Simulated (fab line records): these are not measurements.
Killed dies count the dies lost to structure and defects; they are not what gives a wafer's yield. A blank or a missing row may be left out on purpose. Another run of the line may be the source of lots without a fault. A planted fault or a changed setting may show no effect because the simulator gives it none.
Matching of chambers	flow gf180mcu	4 sister chambers for GF_V2_CMP_26 on cmp-02
The step polishes, stops on SiO2, t overpolish 15 s, target thk 0 nm. 14 wafers are shown with their chamber, then 7 later ones without.

## WAFERS PAIRED WITH THEIR CHAMBERS
wafer	chamber	motorCurrentA (A)	timeToEndpointS (s)	overpolishRunS (s)
L946.2	1	10.2	87	14.984
L946.3	3	9.8	89	14.979
L946.4	2	12.1	87	15.003
L949.2	3	10.2	87	15.012
L949.4	1	9.6	81	15.001
L949.6	0	11.8	80	14.999
L950.1	2	12.6	84	15.012
L950.4	3	9.8	89	14.995
L950.6	1	10.3	85	14.986
L952.2	2	12.1	85	14.984
L952.5	2	11.6	86	14.997
L952.6	3	9.9	91	15.004
L953.1	3	10.1	86	14.992
L953.3	1	10.3	83	14.986

SIGNATURES, as means of the wafers listed above
reading	chamber 0	chamber 1	chamber 2	chamber 3	scatter within a chamber
motorCurrentA	11.800	10.100	12.100	9.960	0.312
timeToEndpointS	80.00	84.00	85.50	88.40	2
overpolishRunS	14.99900	14.98925	14.99900	14.99640	0.0111
Rule: a wafer lies at a distance from a chamber equal to the root of the sum of squares, over the readings, of (its reading less the chamber's mean, divided by the reading's scatter). If the next closest chamber is less than 2 further off than the closest, the wafer can't be placed; otherwise it belongs to the closest. The scatter is the square root of a quotient: the sum, over the shown wafers, of each reading's squared deviation from its chamber's mean, divided by wafers minus chambers.

## WAFERS WITH NO CHAMBER GIVEN
wafer	motorCurrentA (A)	timeToEndpointS (s)	overpolishRunS (s)
L953.4	12.6	82	14.997
L955.3	12.5	81	15.007
L955.5	12.8	79	15.003
L955.6	10.0	86	14.990
L956.1	10.0	88	15.017
L956.4	10.9	83	14.992
L956.6	9.9	86	14.992

## WHICH CHAMBER EACH WENT THROUGH
wafer	from the rows above	in truth
L953.4	can't be placed: 2 or 0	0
L955.3	can't be placed: 0 or 2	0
L955.5	can't be placed: 0 or 2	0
L955.6	can't be placed: 1 or 3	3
L956.1	can't be placed: 3 or 1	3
L956.4	can't be placed: 1 or 0 or 3 or 2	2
L956.6	can't be placed: 1 or 3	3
Placed correctly: 0 of 7. From these rows, 7 cannot be placed; in 7 the true chamber is one of the candidates. Number placed wrongly: 0.
